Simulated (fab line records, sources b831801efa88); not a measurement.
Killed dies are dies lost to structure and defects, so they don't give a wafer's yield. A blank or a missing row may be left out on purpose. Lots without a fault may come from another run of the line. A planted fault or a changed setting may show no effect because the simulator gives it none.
A struck lot beside a sound one | flow sky130 | 16 steps out of a route of 708
Sound: wafers L210.1, L210.2, L210.6. Struck: wafers L213.1, L213.4, L213.6. The cause comes at the end.
At each step with rows: each side's tool, then ch and its chambers, then its first start. Under that, the readings that differ: sound wafers | struck wafers | difference of the means | sigmas: that difference in standard deviations of wafers without a fault.
alike: readings whose means differ by less than 2 such deviations, and words and numbers that are the same on both sides. not compared: withheld readings, readings that some wafer has no value for, bounds like >300 that may hide the same value, and numbers for which the record gives no deviation and whose values overlap.
The two part at a step that has a row with sigmas, a row that says differs or no value, or rows on one side only. Numbers that don't overlap but have no deviation are shown without sigmas and don't part them. A reading that every wafer of one side lacks parts them only if that side has two wafers or more.

first, 2 steps without rows for these wafers: SKY_METAL3_PEB_11; SKY_METAL3_DEVELOP_12 (develop time 60 s).
SKY_METAL3_CD_MEAS_13: target cd 300 nm.
  sound on cd_sem-01, day 41 03:49; struck on cd_sem-02, day 42 00:43
  alike: cd_nm
SKY_METAL3_OVL_MEAS_14:
  sound on overlay-02, day 41 03:56; struck on overlay-02, day 42 00:50
  alike: METAL3_OVL
SKY_METAL3_DESCUM_15: chemistry O2, time 8 s.
  sound on rie_metal-03 ch 0,1, day 41 03:58; struck on rie_metal-04 ch 0,1, day 42 00:52
  alike: drypump_motor_current_A, oes_product_au
  not compared: rf_hours_counter_h
SKY_METAL3_ETCH_16: etches BARC in N2/H2, stops on SiO2, time 88.2 s, target depth 60 nm.
  sound on rie_metal-03 ch 0,1, day 41 03:59; struck on rie_metal-04 ch 0,1, day 42 00:53
  alike: drypump_motor_current_A, n2_flow_sccm, oes_product_au, throttle_valve_pct
  not compared: rf_hours_counter_h
SKY_METAL3_ETCH_17: etches SiO2 in C4F8/O2/Ar, stops on TiN, time 3.9 s, target depth 15 nm.
  sound on rie_diel-04 ch 0,1,2, day 41 04:05; struck on rie_diel-03 ch 0,1, day 42 00:59
  alike: oes_product_au
  not compared: rf_hours_counter_h
SKY_METAL3_METAL_ETCH_18: etches the open film in Cl2/BCl3, stops on SiO2, target depth 845 nm, time 183.1 s.
  sound on rie_metal-04 ch 0,1, day 41 04:07; struck on rie_metal-03 ch 0, day 42 01:01
  alike: drypump_motor_current_A, oes_product_au, throttle_valve_pct
  not compared: rf_hours_counter_h
SKY_METAL3_STRIP_19: strips in O2/N2.
  sound on plasma_asher-02 ch 0,1, day 41 04:17; struck on plasma_asher-01 ch 0,1, day 42 01:15
  alike: drypump_motor_current_A, n2_flow_sccm, oes_product_au, strip_time_to_endpoint_s
  not compared: rf_hours_counter_h
then, 3 steps without rows for these wafers: SKY_METAL3_STRIP_20 (strips in post etch residue remover, time 1200 s); SKY_METAL3_CLEAN_21 (cleans in IPA, time 180 s); SKY_METAL3_CLEAN_22 (cleans in O3/DIW).
SKY_VIA3_HDPCVD_00: deposits SiO2, target thk 1635 nm, time 272.5 s.
  sound on hdpcvd-02 ch 0,1,2, day 41 04:53; struck on hdpcvd-01 ch 0,1,2, day 42 02:14
  reading                                  | sound             | struck            | difference | sigmas
  run_length_s (s)                         | 300.5 299.6 300.6 | 287.8 288.4 287.0 | -12.5      | -22
  model.SiO2_of_VIA3_HDPCVD_00.thk_nm (nm) | 1622 1638 1613    | 1529 1530 1518    | -99        |
SKY_VIA3_THK_MEAS_01:
  sound on film_metro-02, day 41 05:03; struck on film_metro-01, day 42 02:25
  reading              | sound          | struck         | difference | sigmas
  VIA3_HDPCVD_THK (nm) | 1622 1638 1612 | 1530 1530 1518 | -98        | -7
then, 1 step without rows for these wafers: SKY_VIA3_CMP_02 (polishes SiO2).
-- the record jumps here: 7 days lie between the struck wafers' starts before and after (it left off in module VIA3 and takes up again in module PAD_OPEN, whose first step shown is number 708 of the route) --
SKY_PAD_OPEN_PROBE_99:
  sound on prober-01, day 48 01:43; struck on prober-02, day 48 15:49
  alike: defect_limited_yield, killed_at_M0_to_M3, killed_at_M4_up, killed_at_contacts, killed_at_front_end, killed_at_other, killed_dies, killed_open, killed_short, sort_bin_3_pad_short, sort_bin_5_function, sort_bin_6_memory, sort_n_pass, sort_yield_pct

WHERE THEY PART
First at SKY_VIA3_HDPCVD_00; last, within this record, at SKY_VIA3_THK_MEAS_01. Later steps at which nothing parts them and some readings are alike: SKY_PAD_OPEN_PROBE_99.

WHY: what the simulator had put in
Process parameter drift: hdpcvd-01, from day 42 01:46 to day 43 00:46, at SKY_VIA3_HDPCVD_00. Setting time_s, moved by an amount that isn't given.
